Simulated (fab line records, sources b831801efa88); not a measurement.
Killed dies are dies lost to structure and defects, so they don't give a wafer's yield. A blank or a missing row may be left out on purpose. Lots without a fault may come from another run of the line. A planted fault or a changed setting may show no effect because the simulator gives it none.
Which tool did it? | flow gf180mcu | 24 lots, 72 wafers sampled, at 6 steps of a route of 602

WHAT THE GAUGES READ, wafer by wafer
GF_V3_BOW_MEAS_05.
lot  | measured     | on            | V3_BOW (um)
L074 | day 21 20:31 | film_metro-04 | 133 120 124
L075 | day 22 02:26 | film_metro-03 | 133 132 119
L076 | day 22 09:13 | film_metro-02 | 111 97 113
L077 | day 23 03:38 | film_metro-03 | 132 130 134
L078 | day 24 03:13 | film_metro-03 | 115 114 125
L079 | day 24 04:22 | film_metro-03 | 114 108 112
L080 | day 24 07:55 | film_metro-02 | 112 103 110
L081 | day 24 20:38 | film_metro-04 | 110 103 98
L082 | day 25 00:55 | film_metro-03 | 120 117 113
L083 | day 25 02:28 | film_metro-03 | 112 102 107
L084 | day 26 02:49 | film_metro-04 | 130 111 126
L085 | day 26 03:14 | film_metro-02 | 116 130 129
L086 | day 26 06:31 | film_metro-02 | 137 139 142
L087 | day 26 10:59 | film_metro-04 | 107 116 117
L088 | day 26 22:50 | film_metro-02 | 132 131 122
L089 | day 27 05:13 | film_metro-02 | 129 133 135
L090 | day 27 21:44 | film_metro-04 | 128 126 137
L091 | day 27 23:13 | film_metro-04 | 123 112 123
L092 | day 28 01:56 | film_metro-04 | 110 108 107
L093 | day 28 06:41 | film_metro-04 | 123 129 125
L094 | day 28 17:23 | film_metro-04 | 122 121 117
L095 | day 28 23:26 | film_metro-03 | 127 117 118
L096 | day 29 16:49 | film_metro-03 | 125 109 115
L097 | day 29 19:23 | film_metro-02 | 104 107 107

GF_M4_CD_MEAS_14: target cd 280 nm.
lot  | measured     | on        | cd_nm (nm)
L074 | day 23 20:13 | cd_sem-01 | 280.0 279.9 280.2
L075 | day 24 02:46 | cd_sem-02 | 279.5 278.2 279.2
L076 | day 24 07:35 | cd_sem-02 | 281.9 280.9 280.4
L077 | day 25 02:41 | cd_sem-02 | 282.1 279.8 280.6
L078 | day 26 00:00 | cd_sem-02 | 279.1 280.3 280.0
L079 | day 26 02:09 | cd_sem-02 | 280.2 280.4 280.5
L080 | day 26 05:44 | cd_sem-02 | 278.6 279.5 278.4
L081 | day 26 16:34 | cd_sem-01 | 281.2 282.5 280.5
L082 | day 26 20:30 | cd_sem-02 | 279.1 278.7 280.2
L083 | day 26 21:51 | cd_sem-02 | 280.3 280.4 280.5
L084 | day 27 22:03 | cd_sem-01 | 279.2 278.4 279.3
L085 | day 27 22:24 | cd_sem-02 | 278.9 281.3 280.5
L086 | day 28 03:50 | cd_sem-02 | 281.6 281.5 281.2
L087 | day 28 06:05 | cd_sem-01 | 279.5 279.9 279.3
L088 | day 28 16:26 | cd_sem-02 | 280.8 280.9 281.6
L089 | day 28 23:13 | cd_sem-02 | 278.3 279.8 280.4
L090 | day 29 15:02 | cd_sem-02 | 279.9 280.4 278.6
L091 | day 29 17:11 | cd_sem-01 | 278.0 276.5 277.2
L092 | day 29 19:43 | cd_sem-02 | 278.2 279.3 279.0
L093 | day 29 23:38 | cd_sem-01 | 280.5 280.6 280.1
L094 | day 30 09:27 | cd_sem-02 | 280.8 280.3 281.3
L095 | day 30 15:03 | cd_sem-01 | 279.2 279.9 279.1
L096 | day 31 07:43 | cd_sem-02 | 283.6 282.4 283.2
L097 | day 31 09:42 | cd_sem-02 | 281.1 279.5 281.4

GF_V4_RS_MEAS_24: measures by four-point-probe.
lot  | measured     | on            | V4_W_RS (ohm/sq)
L074 | day 25 02:54 | film_metro-02 | 0.325 0.320 0.319
L075 | day 25 04:13 | film_metro-03 | 0.321 0.327 0.326
L076 | day 25 08:35 | film_metro-01 | 0.328 0.327 0.328
L077 | day 26 03:25 | film_metro-03 | 0.322 0.326 0.324
L078 | day 26 23:43 | film_metro-01 | 0.322 0.327 0.324
L079 | day 27 01:46 | film_metro-02 | 0.320 0.322 0.323
L080 | day 27 05:33 | film_metro-03 | 0.326 0.322 0.324
L081 | day 27 15:35 | film_metro-01 | 0.329 0.323 0.329
L082 | day 27 19:25 | film_metro-03 | 0.331 0.330 0.327
L083 | day 27 21:04 | film_metro-01 | 0.331 0.329 0.326
L084 | day 28 20:32 | film_metro-01 | 0.327 0.326 0.328
L085 | day 28 20:58 | film_metro-02 | 0.332 0.331 0.329
L086 | day 29 03:24 | film_metro-01 | 0.324 0.321 0.323
L087 | day 29 04:28 | film_metro-02 | 0.328 0.322 0.325
L088 | day 29 14:14 | film_metro-01 | 0.325 0.325 0.326
L089 | day 29 21:34 | film_metro-01 | 0.332 0.328 0.328
L090 | day 30 12:38 | film_metro-02 | 0.336 0.327 0.332
L091 | day 30 14:17 | film_metro-02 | 0.328 0.327 0.329
L092 | day 30 17:04 | film_metro-03 | 0.333 0.339 0.330
L093 | day 30 21:23 | film_metro-03 | 0.325 0.326 0.328
L094 | day 31 05:49 | film_metro-03 | 0.331 0.325 0.328
L095 | day 31 12:19 | film_metro-03 | 0.330 0.330 0.324
L096 | day 32 03:35 | film_metro-01 | 0.326 0.326 0.333
L097 | day 32 06:07 | film_metro-02 | 0.326 0.328 0.333

WHICH TOOL RAN EACH LOT (tool, then ch and the chambers of the sampled wafers, then the start)
lot  | GF_V2_CMP_04                  | GF_V3_CMP_04                  | GF_V4_SPUTTER_22
L074 | cmp-01 ch 0,2, day 19 16:56   | cmp-02 ch 0,2, day 21 20:16   | pvd_sputter-03, day 25 02:45
L075 | cmp-01 ch 1,3, day 19 22:55   | cmp-02 ch 0,2,3, day 22 02:07 | pvd_sputter-03, day 25 04:02
L076 | cmp-01 ch 0,1,2, day 20 05:17 | cmp-02 ch 0,1,3, day 22 08:58 | pvd_sputter-02, day 25 08:26
L077 | cmp-02 ch 0,1,2, day 21 01:09 | cmp-02 ch 0,3, day 23 03:20   | pvd_sputter-01, day 26 03:16
L078 | cmp-01 ch 0,1,3, day 21 12:26 | cmp-02 ch 1,3, day 24 02:55   | pvd_sputter-03, day 26 23:34
L079 | cmp-02 ch 0,2,3, day 21 23:48 | cmp-01 ch 0,1,2, day 24 04:04 | pvd_sputter-02, day 27 01:37
L080 | cmp-01 ch 2,3, day 22 08:08   | cmp-02 ch 0,1,3, day 24 07:34 | pvd_sputter-03, day 27 05:22
L081 | cmp-02 ch 0,1,3, day 22 20:22 | cmp-02 ch 1,2,3, day 24 20:19 | pvd_sputter-03, day 27 15:25
L082 | cmp-01 ch 0,1,3, day 22 20:43 | cmp-02 ch 0,2, day 25 00:37   | pvd_sputter-02, day 27 19:16
L083 | cmp-01 ch 1,2, day 23 03:07   | cmp-02 ch 0,1,2, day 25 02:10 | pvd_sputter-02, day 27 20:52
L084 | cmp-02 ch 1,2,3, day 24 03:19 | cmp-02 ch 0,1,2, day 26 02:35 | pvd_sputter-03, day 28 20:22
L085 | cmp-01 ch 0,1,3, day 24 03:46 | cmp-01 ch 0,2,3, day 26 02:59 | pvd_sputter-01, day 28 20:49
L086 | cmp-02 ch 0,1, day 24 07:05   | cmp-01 ch 1,2, day 26 06:16   | pvd_sputter-01, day 29 03:15
L087 | cmp-01 ch 0,1,2, day 24 12:47 | cmp-02 ch 0,2,3, day 26 10:43 | pvd_sputter-03, day 29 04:18
L088 | cmp-02 ch 1,3, day 25 01:34   | cmp-01 ch 1,3, day 26 22:31   | pvd_sputter-03, day 29 14:04
L089 | cmp-02 ch 0,1,3, day 25 07:19 | cmp-01 ch 1,2,3, day 27 04:55 | pvd_sputter-02, day 29 21:23
L090 | cmp-02 ch 0,3, day 26 00:49   | cmp-01 ch 0,2,3, day 27 21:24 | pvd_sputter-02, day 30 12:26
L091 | cmp-01 ch 0,1, day 26 01:46   | cmp-01 ch 1,2, day 27 22:54   | pvd_sputter-01, day 30 14:07
L092 | cmp-02 ch 1,3, day 26 05:04   | cmp-01 ch 1,3, day 28 01:40   | pvd_sputter-02, day 30 16:53
L093 | cmp-01 ch 0,2, day 26 09:42   | cmp-01 ch 2,3, day 28 06:26   | pvd_sputter-01, day 30 21:14
L094 | cmp-01 ch 0,1, day 26 21:55   | cmp-01 ch 0,1,3, day 28 17:02 | pvd_sputter-03, day 31 05:38
L095 | cmp-01 ch 0,1,2, day 27 03:34 | cmp-01 ch 0,3, day 28 23:07   | pvd_sputter-02, day 31 12:08
L096 | cmp-02 ch 1,2,3, day 27 22:26 | cmp-01 ch 0,1,2, day 29 16:31 | pvd_sputter-01, day 32 03:26
L097 | cmp-02 ch 1,3, day 27 23:40   | cmp-02 ch 0,2,3, day 29 19:07 | pvd_sputter-03, day 32 05:56
- GF_V2_CMP_04: polishes SiO2.
- GF_V3_CMP_04: polishes SiO2.
- GF_V4_SPUTTER_22: material TiN, target thk 10 nm, time 40 s.

WHAT THE TOOLS THEMSELVES READ (means of the sampled wafers that have a number; where no wafer has one, the mark that the record gives instead)
GF_V2_CMP_04.
lot  | tool   | motor_current_A (A) | time_to_endpoint_s (s)
L074 | cmp-01 | 10.6                | 79
L075 | cmp-01 | 12.1                | 74
L076 | cmp-01 | 10.9                | 75
L077 | cmp-02 | 12.4                | 84
L078 | cmp-01 | 12.4                | 74
L079 | cmp-02 | 12.2                | 77
L080 | cmp-01 | 13.2                | 79
L081 | cmp-02 | 11.5                | 77
L082 | cmp-01 | 12.3                | 78
L083 | cmp-01 | 10.7                | 81
L084 | cmp-02 | 12.2                | 77
L085 | cmp-01 | 12.5                | 76
L086 | cmp-02 | 11.0                | 79
L087 | cmp-01 | 10.8                | 75
L088 | cmp-02 | 11.2                | 82
L089 | cmp-02 | 11.5                | 81
L090 | cmp-02 | 11.7                | 76
L091 | cmp-01 | 11.6                | 79
L092 | cmp-02 | 11.2                | 85
L093 | cmp-01 | 10.8                | 86
L094 | cmp-01 | 10.8                | 82
L095 | cmp-01 | 10.9                | 77
L096 | cmp-02 | 12.0                | 76
L097 | cmp-02 | 11.5                | 78

GF_V3_CMP_04.
lot  | tool   | motor_current_A (A) | time_to_endpoint_s (s)
L074 | cmp-02 | 13.6                | 80
L075 | cmp-02 | 12.6                | 83
L076 | cmp-02 | 11.5                | 76
L077 | cmp-02 | 11.4                | 70
L078 | cmp-02 | 11.4                | 82
L079 | cmp-01 | 11.0                | 75
L080 | cmp-02 | 11.8                | 79
L081 | cmp-02 | 12.9                | 80
L082 | cmp-02 | 14.5                | 81
L083 | cmp-02 | 12.8                | 74
L084 | cmp-02 | 12.4                | 75
L085 | cmp-01 | 12.2                | 79
L086 | cmp-01 | 10.6                | 74
L087 | cmp-02 | 12.6                | 74
L088 | cmp-01 | 12.2                | 79
L089 | cmp-01 | 11.9                | 81
L090 | cmp-01 | 12.0                | 78
L091 | cmp-01 | 10.6                | 76
L092 | cmp-01 | 13.2                | 79
L093 | cmp-01 | 11.9                | 82
L094 | cmp-01 | 12.2                | 83
L095 | cmp-01 | 11.7                | 82
L096 | cmp-01 | 10.7                | 78
L097 | cmp-02 | 12.1                | 81

GF_V4_SPUTTER_22.
lot  | tool           | throttle_valve_pct (%)
L074 | pvd_sputter-03 | 30.7
L075 | pvd_sputter-03 | 30.6
L076 | pvd_sputter-02 | 29.6
L077 | pvd_sputter-01 | 30.9
L078 | pvd_sputter-03 | 30.7
L079 | pvd_sputter-02 | 29.7
L080 | pvd_sputter-03 | 30.9
L081 | pvd_sputter-03 | 30.8
L082 | pvd_sputter-02 | 29.8
L083 | pvd_sputter-02 | 29.6
L084 | pvd_sputter-03 | 30.3
L085 | pvd_sputter-01 | 29.6
L086 | pvd_sputter-01 | 28.8
L087 | pvd_sputter-03 | 30.8
L088 | pvd_sputter-03 | 30.6
L089 | pvd_sputter-02 | 29.9
L090 | pvd_sputter-02 | 29.2
L091 | pvd_sputter-01 | 29.0
L092 | pvd_sputter-02 | 29.5
L093 | pvd_sputter-01 | 28.5
L094 | pvd_sputter-03 | 30.8
L095 | pvd_sputter-02 | 29.1
L096 | pvd_sputter-01 | 28.4
L097 | pvd_sputter-03 | 30.7

THE ANSWER, worked out from the rows above alone
Rule: what is usual is taken from the lots themselves. Put in order of their means at a reading, lots are off if they are a third of the lots or fewer, leave a main group of 4 or more, and stand apart from it by a gap of 3 or more times the standard deviation of the main group's means; of several such gaps the widest counts. A main group whose means are all the same, to the digits that the tables above print for the reading, isn't used. A lot without any number at a reading at which 4 lots or more have one is off too. The other lots that the step has rows for count as sound. The gauges are gone through in route order, then the tools' own readings, and for those a lot's mean is taken as printed above. The first step at which some lot is off is used, and at that step the reading that is off furthest; a lot without a number counts as furthest.
No lot is off at any reading shown: from this, nothing can be told.

WHAT THE SIMULATOR HAD PUT IN
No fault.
